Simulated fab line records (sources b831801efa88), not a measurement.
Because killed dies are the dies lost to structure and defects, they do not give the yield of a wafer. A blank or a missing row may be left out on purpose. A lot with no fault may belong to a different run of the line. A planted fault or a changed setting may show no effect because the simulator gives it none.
fab line records	flow gf180mcu
record: lots: 6	wafers: 18	last_day: 34
route steps=602 shown DUAL_GATE@152 POLY_GATE@157
lots with no fault: from the same line, run without faults
start_h: hours from the record's opening day to when the first of the lot's shown wafers began	wait_h: hours from the lot's prior step to this one	" repeats the value in the row above	L1.1+2: several wafers, shown together as one row	- value missing, or start not given	* or withheld: withheld	< > ~ a bound
route shown NAME@n: NAME is a module with steps in the file, n the number in the route of the first one	usual: mean/standard deviation of fault-free wafers	same: alike in all rows	chamber/n: place in a boat	sites: the reading at each site	_std_site: standard deviation of those values	_edge_site: mean of outer sites minus mean of inner sites	radius_mm: for every site, how far away it sits from the centre of the wafer	mask NAME#n: copy n	behind: tool/chamber where the wafer was last shaped	hold: reason for holding the lot/hours on hold/outcome of the hold	device: which transistor (n, p or np) failed to switch	end of line: the same wafers' tests at the end of the route	step lacking rows: just its recipe	killed: dies lost to structure and defects at the first sort, not the wafer's yield	map: the dies of a wafer, with x for killed, . for not killed, _ for no die there
set.NAME: the setting that was run; set.NAME@STEP: the one run at that earlier step	model.NAME: the simulator's own value behind a step, which no gauge read
lots at selected steps of the route; one table per step, one row per wafer
services: the hour from which a tool's chamber was out of use, counted from the record's first day as start_h (under 0 if before that day), plus the number of hours and why
== steps ==
step: GF_DUAL_GATE_OVL_MEAS_11
usual: DUAL_GATE_OVL: -0.8/1.3
lot.wafer	tool	chamber	start_h	wait_h	DUAL_GATE_OVL[nm]
L411.3	overlay-02	-	190.55	0.1	0.5
L411.4	"	-	"	"	0.7
L411.6	"	-	"	"	0.2
L427.3	overlay-02	-	304.45	0.1	-0.3
L427.5	"	-	"	"	-1.0
L427.6	"	-	"	"	-1.6
L428.2	overlay-01	-	310.04	0.1	1.2
L428.3	"	-	"	"	-1.0
L428.6	"	-	"	"	-1.1
L429.3	overlay-01	-	315.60	0.1	-0.7
L429.4	"	-	"	"	1.8
L429.5	"	-	"	"	-0.3
L431.2	overlay-02	-	331.69	0.1	-0.7
L431.3	"	-	"	"	-0.9
L431.6	"	-	"	"	-1.0
L432.2	overlay-02	-	338.94	0.1	-1.0
L432.4	"	-	"	"	-0.3
L432.6	"	-	"	"	-1.0
step: GF_DUAL_GATE_WET_ETCH_12
recipe: chemistry: dHF	target_depth_nm: 13	dry: n2_spin	target: SiO2	temp_c: 25	dilution: 100:1	time_s: 260
step: GF_DUAL_GATE_STRIP_13
recipe: chemistry: O2/N2	power_w: 1400	pressure_mtorr: 1500	platen_temp_c: 250	o2_flow_sccm: 3000	n2_flow_sccm: 300	overash_fraction: 0.5
usual: drypump_motor_current_A: 5.9/0.53	heater_power_w: 325/29	n2_flow_sccm: 300.1/0.91	oes_product_au: 0.716/0.0048	strip_time_to_endpoint_s: 12.63/0.034
lot.wafer	tool	chamber	start_h	wait_h	drypump_motor_current_A	heater_power_w	n2_flow_sccm	oes_product_au	rf_hours_counter_h	strip_time_to_endpoint_s
L411.3	plasma_asher-02	0	190.69	0.0	6.3	310	300.6	0.707	-	12.69
L411.4	"	1	"	"	6.0	332	298.7	0.711	-	12.67
L411.6	"	1	"	"	6.0	320	300.1	0.719	-	12.65
L427.3	plasma_asher-02	1	304.58	0.0	6.0	323	299.8	0.715	-	12.60
L427.5	"	1	"	"	6.0	331	300.4	0.715	-	12.60
L427.6	"	0	"	"	6.3	296	298.7	0.722	-	12.59
L428.2	plasma_asher-03	1	310.15	0.0	6.1	299	300.0	0.721	19	12.67
L428.3	"	1	"	"	6.1	297	300.0	0.723	-	12.65
L428.6	"	0	"	"	6.4	406	299.0	0.726	-	12.66
L429.3	plasma_asher-02	0	315.73	0.0	6.3	305	300.3	0.718	-	12.69
L429.4	"	1	"	"	6.0	317	298.7	0.713	-	12.73
L429.5	"	0	"	"	6.3	309	300.7	0.714	-	12.69
L431.2	plasma_asher-02	0	331.80	0.0	6.3	301	300.8	0.714	70	12.61
L431.3	"	0	"	"	6.3	301	300.6	0.711	-	12.65
L431.6	"	0	"	"	6.3	304	300.2	0.719	-	12.65
L432.2	plasma_asher-02	1	339.05	0.0	6.0	317	301.2	0.710	71	12.63
L432.4	"	0	"	"	6.3	302	300.1	0.715	-	12.60
L432.6	"	1	"	"	6.0	323	300.1	0.714	-	12.63
step: GF_DUAL_GATE_CLEAN_14
recipe: chemistry: SC1/SC2	mix: 1:4:20	temp_c: 70	time_s: 150	dry: n2_spin
step: GF_DUAL_GATE_OXIDATION_15
recipe: temp_c: 850	ambient: O2	stabilise_s: 600	purge_s: 300	target_thk_a: 70.98	ox_time_s: 1995
step: GF_POLY_GATE_CVD_00
recipe: material: poly-Si	target_thk_nm: 200	temp_c: 620	time_s: 1200	pressure_mtorr: 200
step: GF_POLY_GATE_THK_MEAS_01
recipe: reads: poly-Si_of_POLY_GATE_CVD_00
usual: POLY_GATE_CVD_00_THK: 199.4/2.1
lot.wafer	tool	chamber	start_h	wait_h	POLY_GATE_CVD_00_THK[nm]
L411.3	film_metro-01	-	194.66	0.0	199.9
L411.4	"	-	"	"	198.2
L411.6	"	-	"	"	198.9
L427.3	film_metro-01	-	307.61	0.0	201.1
L427.5	"	-	"	"	200.8
L427.6	"	-	"	"	198.9
L428.2	film_metro-04	-	314.21	0.0	200.0
L428.3	"	-	"	"	201.0
L428.6	"	-	"	"	200.8
L429.3	film_metro-03	-	319.42	0.0	200.9
L429.4	"	-	"	"	202.4
L429.5	"	-	"	"	201.7
L431.2	film_metro-01	-	334.85	0.0	198.4
L431.3	"	-	"	"	197.1
L431.6	"	-	"	"	199.7
L432.2	film_metro-01	-	342.10	0.0	202.3
L432.4	"	-	"	"	202.3
L432.6	"	-	"	"	202.0
step: GF_POLY_GATE_DEHYDRATE_02
recipe: temp_c: 200	time_s: 60
step: GF_POLY_GATE_HMDS_03
recipe: prime_time_s: 60	prime_temp_c: 120
step: GF_POLY_GATE_COAT_04
recipe: resist: BARC	temp_c: withheld	time_s: withheld	spin_rpm: withheld	resist_thk_nm: withheld
step: GF_POLY_GATE_COAT_05
recipe: resist: KrF	spin_rpm: withheld	resist_thk_nm: 700
step: GF_POLY_GATE_SOFTBAKE_06
recipe: temp_c: 130	time_s: 60	resist: KrF
step: GF_POLY_GATE_EXPOSE_07
recipe: mask_id: Poly2	target_cd_nm: 280	na: 0.68	source_shape: conventional	sigma_outer: 0.6	dose_mj: 28
usual: exposure_dose_mJ_cm2: 28.260/0.026	focus_offset_nm: 0.0/0.57	na: 0.68/0
lot.wafer	tool	chamber	start_h	wait_h	mask	exposure_dose_mJ_cm2	focus_offset_nm	na
L411.3	krf_scanner-01	0	203.56	-	Poly2#0	28.247	0.1	0.68
L411.4	"	0	"	"	Poly2#0	28.273	-0.8	0.68
L411.6	"	0	"	"	Poly2#0	28.219	-0.8	0.68
L427.3	krf_scanner-02	-	318.21	-	Poly2#0	-	-	-
L427.5	"	-	"	"	Poly2#0	-	-	-
L427.6	"	-	"	"	Poly2#0	-	-	-
L428.2	krf_scanner-02	-	324.75	-	Poly2#0	-	-	-
L428.3	"	-	"	"	Poly2#0	-	-	-
L428.6	"	-	"	"	Poly2#0	-	-	-
L429.3	krf_scanner-02	0	329.47	-	Poly2#0	28.272	-0.1	0.68
L429.4	"	0	"	"	Poly2#0	28.298	-0.3	0.68
L429.5	"	0	"	"	Poly2#0	28.278	-0.1	0.68
L431.2	krf_scanner-01	0	345.87	-	Poly2#0	28.288	-0.1	0.68
L431.3	"	0	"	"	Poly2#0	28.269	0.4	0.68
L431.6	"	0	"	"	Poly2#0	28.288	0.0	0.68
L432.2	krf_scanner-01	0	352.86	-	Poly2#0	28.273	0.1	0.68
L432.4	"	0	"	"	Poly2#0	28.301	-0.3	0.68
L432.6	"	0	"	"	Poly2#0	28.306	-0.2	0.68
step: GF_POLY_GATE_PEB_08
recipe: peb_temp_c: 134.5	peb_time_s: 90	resist: KrF
== services ==
tool	chamber	start_h	hours	kind
krf_scanner-01	-	170.98	0.2	repair
krf_scanner-01	-	173.52	0.7	repair
krf_scanner-01	-	179.05	1.3	pm
krf_scanner-02	-	210.99	0.8	pm
krf_scanner-01	-	215.53	2.1	repair
krf_scanner-02	-	222.91	0.1	repair
krf_scanner-02	-	235.70	0.3	repair
krf_scanner-01	-	257.90	4.0	pm
krf_scanner-01	-	262.43	0.3	repair
krf_scanner-02	-	267.17	1.3	pm
krf_scanner-02	-	269.51	1.0	pm
krf_scanner-01	-	291.17	0.8	pm
krf_scanner-01	-	303.72	0.8	repair
krf_scanner-01	-	305.70	0.7	repair
krf_scanner-02	-	313.10	4.4	pm
krf_scanner-01	-	319.04	1.0	pm
plasma_asher-03	-	338.24	14.6	pm
== key ==
first_sign: step: GF_POLY_GATE_EXPOSE_07	reading: tool_record	direction: missing
effect none on later readings
met_at GF_POLY_GATE_EXPOSE_07
struck_wafers L427.3,L427.5,L427.6,L428.2,L428.3,L428.6
later_rows_left_out L427.3,L427.5,L427.6,L428.2,L428.3,L428.6
sort_left_out L427.3,L427.5,L427.6,L428.2,L428.3,L428.6
tester_left_out L427,L428
fault: kind: skipped_step_whole	tool: krf_scanner-02	chamber: -	onset_h: 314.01	steps: GF_POLY_GATE_EXPOSE_07	scope: struck_lots_only
tester_left_out: of these lots the tester's yield and bins aren't shown, on N5 and GAA mostly nor the transistor test; their killed dies are dies lost to structure and defects alone, not to doping, threshold or leakage, so they don't give the yield
sort_left_out: the simulated sort isn't trusted on such a fault, so these wafers' sort isn't shown, and their yield isn't known
later_rows_left_out: the simulator's readings of these wafers behind a module that went badly wrong aren't trusted and aren't shown, but for the sort
